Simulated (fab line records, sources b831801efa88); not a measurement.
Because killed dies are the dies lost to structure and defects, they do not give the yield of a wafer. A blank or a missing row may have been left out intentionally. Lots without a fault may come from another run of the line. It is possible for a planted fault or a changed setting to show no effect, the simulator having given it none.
2 desks looking at one fault	flow sky130	each desk has only its own numbers; what lay behind them comes last

## METROLOGY DESK
Lot by lot, what the gauges showed, no matter which tool ran the lot: averages of those sampled wafers that carry a number. The brackets show how far a lot's mean lies from the usual mean; more than 4 standard deviations puts the lot out of limits, marked OUT.
Columns: A = CAPM_TIN_THK at SKY_CAPM_THK_MEAS_04, usual 200 nm
lot	first seen here	A
L441	day 36 20:17	198
L442	day 37 06:29	201
L445	day 38 05:01	202
L446	day 38 16:26	201
L447	day 39 02:46	201
L452	day 40 06:23	198
L454	day 40 19:07	199
L455	day 41 10:09	199
L456	day 41 18:14	199
L459	day 42 07:06	199
L460	day 42 11:14	202
L462	day 43 11:33	196
L463	day 43 17:47	200
This desk's finding: nothing out of limits on any of the 13 lots.

## TOOL OWNER'S DESK, implanter-02
The tool's own readings at SKY_LDD_LDN_IMPLANT_08: means of the sampled wafers that have a number, for each lot that ran on this tool. The brackets show how far a lot's mean lies from the usual mean; more than 4 standard deviations puts the lot out of limits, marked OUT.
Columns: A = beam energy keV at SKY_LDD_LDN_IMPLANT_08, usual 14.999
lot	first seen here	A
L441	day 23 08:20	15.005
L442	day 23 22:25	15.004
L445	day 24 20:35	20.410 (+99 or more) OUT
L446	day 25 11:26	20.391 (+99 or more) OUT
L454	day 28 02:07	15.005
L455	day 28 15:26	15.005
L456	day 28 20:47	15.002
L460	day 29 21:31	14.995
This desk's verdict: out of limits on L445, L446, starting with L445 at day 24 20:35 (beam energy keV at SKY_LDD_LDN_IMPLANT_08). L441, L442, L454, L455, L456, L460 stayed within limits.

## BROUGHT TOGETHER
The tool owner's desk had the chance to raise an alarm at day 24 20:35 on L445, L446.
Nothing out of limits was seen by the metrology desk.
The metrology desk has L445, L446 on record, within its limits.
All the named lots went through SKY_LDD_LDN_IMPLANT_08 on implanter-02.

## WHAT THE SIMULATOR HAD INSERTED
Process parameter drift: implanter-02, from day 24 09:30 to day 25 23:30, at SKY_LDD_LDN_IMPLANT_08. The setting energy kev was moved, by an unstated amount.
Struck lots among those shown: L445, L446.
Hours from the fault's start to each desk's first reading out of limits: the tool owner's desk, 11.
